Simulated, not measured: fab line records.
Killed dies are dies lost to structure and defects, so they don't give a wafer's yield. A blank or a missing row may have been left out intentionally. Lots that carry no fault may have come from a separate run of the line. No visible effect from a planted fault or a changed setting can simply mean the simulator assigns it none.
8D (eight disciplines) problem report, filled in by code :: flow sky130 :: the parts of the form that need people (team, actions taken, sign-off) are left out

1. THE PROBLEM
Mean of oes_product_au at SKY_METAL3_ETCH_17: 0.372 a.u. across 6 wafers in 2 lots; on wafers with no fault it is 0.754 a.u. (standard deviation 0.0073). Measured from the usual mean, that is -52 standard deviations.
The step: etches SiO2 in C4F8/O2/Ar, stops on TiN, time 3.9 s, target depth 15 nm.
Seen first at day 39 23:06 on rie_diel-03, wafer L882.1. The record holds 30 wafers of 10 lots with a number at this step. Rule for "out" (also "out of limits"): further than 4 standard deviations from the usual mean. The rest of the wafers with a number are treated as sound.

2. WHAT THIS IS AND IS NOT
question: which readings at this step
is: oes_product_au
is not: chamber_pressure_mTorr

question: which lots
is: L882, L883
is not: L878, L890, L892, L894, L895, L898, L899, L900

question: which wafers of those lots
is: all that have a number
is not: -

question: read on which tools
is: rie_diel-03
is not: rie_diel-02, rie_diel-04

question: when
is: from day 39 23:06
is not: up to then (3 sound wafers); but 21 sound wafers of L890, L892, L894, L895, L898, L899, L900 came after

3. WHAT RULES OUT EACH SUSPECT
Counting: a tool at any process step up to the reading remains a suspect when it ran all the lots that are out and ran no sound lot after the first of those.
- rie_metal-03 at SKY_METAL3_ETCH_16 (etches BARC in N2/H2, stops on SiO2, time 88.2 s, target depth 60 nm): ruled out as a lasting fault. Following L882 (day 39 23:00), the first lot on it that is out, the sound lots L892, L894, L895, L899 were run on it.
- rie_diel-03 at SKY_METAL3_ETCH_17 (etches SiO2 in C4F8/O2/Ar, stops on TiN, time 3.9 s, target depth 15 nm): ruled out as a lasting fault. Following L882 (day 39 23:06), the first lot on it that is out, the sound lots L892, L895 were run on it.
Left after counting: nothing in the record.

4. THE CAUSE (what the simulator had put in)
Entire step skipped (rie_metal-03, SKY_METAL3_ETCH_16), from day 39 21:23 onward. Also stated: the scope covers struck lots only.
It was ruled out by counting, in error; the rule expects a fault to strike all lots run on its tool from its start on, and this fault did not.

5. THE EFFECT CHAIN, in route order
Each row: a reading whose mean over the struck wafers that have a number lies more than 3 standard deviations from the usual. Only readings for which the record gives a usual standard deviation are gone through. hours: the time from each lot's start at the first step in this table that gives one to its start at this step, as a median over the lots. sigmas: the change in usual standard deviations.
hours: 0
step: SKY_METAL3_ETCH_17
reading: oes_product_au
usual: 0.754 a.u.
on struck wafers: 0.372
change: -0.382
sigmas: -52

hours: 0
step: SKY_METAL3_STRIP_19
reading: oes_product_au
usual: 0.500 a.u.
on struck wafers: 0.521
change: +0.021
sigmas: +3.2

hours: 0
step: SKY_METAL3_STRIP_19
reading: strip_time_to_endpoint_s
usual: 6.49 s
on struck wafers: 7.01
change: +0.52
sigmas: +4.7

hours: 167
step: SKY_PAD_OPEN_PROBE_99
reading: defect_limited_yield
usual: 82.9 %
on struck wafers: 0.0
change: -82.9
sigmas: -41

hours: 167
step: SKY_PAD_OPEN_PROBE_99
reading: killed_at_M0_to_M3
usual: 43
on struck wafers: 446
change: +404
sigmas: +58

hours: 167
step: SKY_PAD_OPEN_PROBE_99
reading: killed_dies
usual: 84
on struck wafers: 492
change: +408
sigmas: +42

hours: 167
step: SKY_PAD_OPEN_PROBE_99
reading: killed_on_rim
usual: 16
on struck wafers: 96
change: +80
sigmas: +22

hours: 167
step: SKY_PAD_OPEN_PROBE_99
reading: sort_bin_5_function
usual: 10.2 %
on struck wafers: 92.3
change: +82.1
sigmas: +55

hours: 167
step: SKY_PAD_OPEN_PROBE_99
reading: sort_n_pass
usual: 408
on struck wafers: 0
change: -408
sigmas: -42

hours: 167
step: SKY_PAD_OPEN_PROBE_99
reading: sort_yield_pct
usual: 82.9 %
on struck wafers: 0.0
change: -82.9
sigmas: -41
Its process steps:
- SKY_METAL3_ETCH_17: etches SiO2 in C4F8/O2/Ar, stops on TiN, time 3.9 s, target depth 15 nm.
- SKY_METAL3_STRIP_19: strips in O2/N2.
- SKY_PAD_OPEN_PROBE_99
Readings that are blank on the struck wafers while sound wafers have them: bias_w at SKY_METAL3_ETCH_16; chamber_pressure_mTorr at SKY_METAL3_ETCH_16; drypump_motor_current_A at SKY_METAL3_ETCH_16; oes_product_au at SKY_METAL3_ETCH_16; throttle_valve_pct at SKY_METAL3_ETCH_16.

6. WHAT WOULD HAVE CAUGHT IT SOONER
The fault began at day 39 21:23; the first out-of-limits reading in this record came at day 39 23:06, 2 hours later.
At SKY_METAL3_ETCH_16 the tool's readings are blank on the struck wafers, where sound wafers have them: an empty tool record is the first sign, and it was there at once.
